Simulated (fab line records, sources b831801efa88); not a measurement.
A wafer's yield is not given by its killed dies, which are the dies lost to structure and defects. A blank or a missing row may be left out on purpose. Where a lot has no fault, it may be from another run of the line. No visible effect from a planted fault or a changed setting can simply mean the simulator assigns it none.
Matching of chambers || flow sfq line || cmp-02 running SFQ_TRILAYER_I4_CMP_CMP_100: 4 sister chambers
The step polishes SiO2. 8 wafers are shown with their chamber, then 7 later ones without.

== WAFERS WITH THEIR CHAMBER ==
{"wafer": "L967.1", "chamber": 1, "motor current A (A)": 11.3, "time to endpoint s (s)": 214}
{"wafer": "L967.3", "chamber": 0, "motor current A (A)": 9.2, "time to endpoint s (s)": 216}
{"wafer": "L967.4", "chamber": 3, "motor current A (A)": 11.1, "time to endpoint s (s)": 214}
{"wafer": "L971.4", "chamber": 0, "motor current A (A)": 9.1, "time to endpoint s (s)": 220}
{"wafer": "L971.3", "chamber": 2, "motor current A (A)": 11.3, "time to endpoint s (s)": 210}
{"wafer": "L971.6", "chamber": 1, "motor current A (A)": 10.7, "time to endpoint s (s)": 229}
{"wafer": "L973.2", "chamber": 3, "motor current A (A)": 11.0, "time to endpoint s (s)": 207}
{"wafer": "L973.3", "chamber": 2, "motor current A (A)": 11.5, "time to endpoint s (s)": 206}

== WAFERS WHOSE CHAMBER IS MISSING ==
{"wafer": "L973.6", "motor current A (A)": 11.9, "time to endpoint s (s)": 211}
{"wafer": "L978.2", "motor current A (A)": 9.3, "time to endpoint s (s)": 207}
{"wafer": "L978.3", "motor current A (A)": 10.9, "time to endpoint s (s)": 205}
{"wafer": "L978.5", "motor current A (A)": 10.7, "time to endpoint s (s)": 208}
{"wafer": "L979.2", "motor current A (A)": 11.8, "time to endpoint s (s)": 199}
{"wafer": "L979.4", "motor current A (A)": 11.1, "time to endpoint s (s)": 209}
{"wafer": "L979.6", "motor current A (A)": 9.0, "time to endpoint s (s)": 214}

== WHICH CHAMBER EACH WENT THROUGH ==
{"wafer": "L973.6", "from the rows above": "can't be placed: 2 or 3", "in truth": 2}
{"wafer": "L978.2", "from the rows above": 0, "in truth": 0}
{"wafer": "L978.3", "from the rows above": "can't be placed: 3 or 2 or 1", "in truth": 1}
{"wafer": "L978.5", "from the rows above": "can't be placed: 3 or 1 or 2", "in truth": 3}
{"wafer": "L979.2", "from the rows above": "can't be placed: 2 or 3", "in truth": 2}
{"wafer": "L979.4", "from the rows above": "can't be placed: 3 or 2 or 1", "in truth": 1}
{"wafer": "L979.6", "from the rows above": 0, "in truth": 0}
Correct placement for 2 of the 7. Unplaceable from these rows: 5, with the true chamber sitting among the candidates in 5. Wrongly placed: 0.
How it was worked out, from the rows above alone: a wafer's distance from a chamber is the root of the sum, over the readings, of the square of ((its reading less the chamber's mean) divided by the reading's scatter). The wafer belongs to the nearest chamber; if the next one is less than 2 further off, it can't be placed. Each chamber's mean is taken over the wafers shown for it. The scatter: the root of (the sum of the squares of (reading less its chamber's mean) over the shown wafers, divided by (wafers less chambers)).
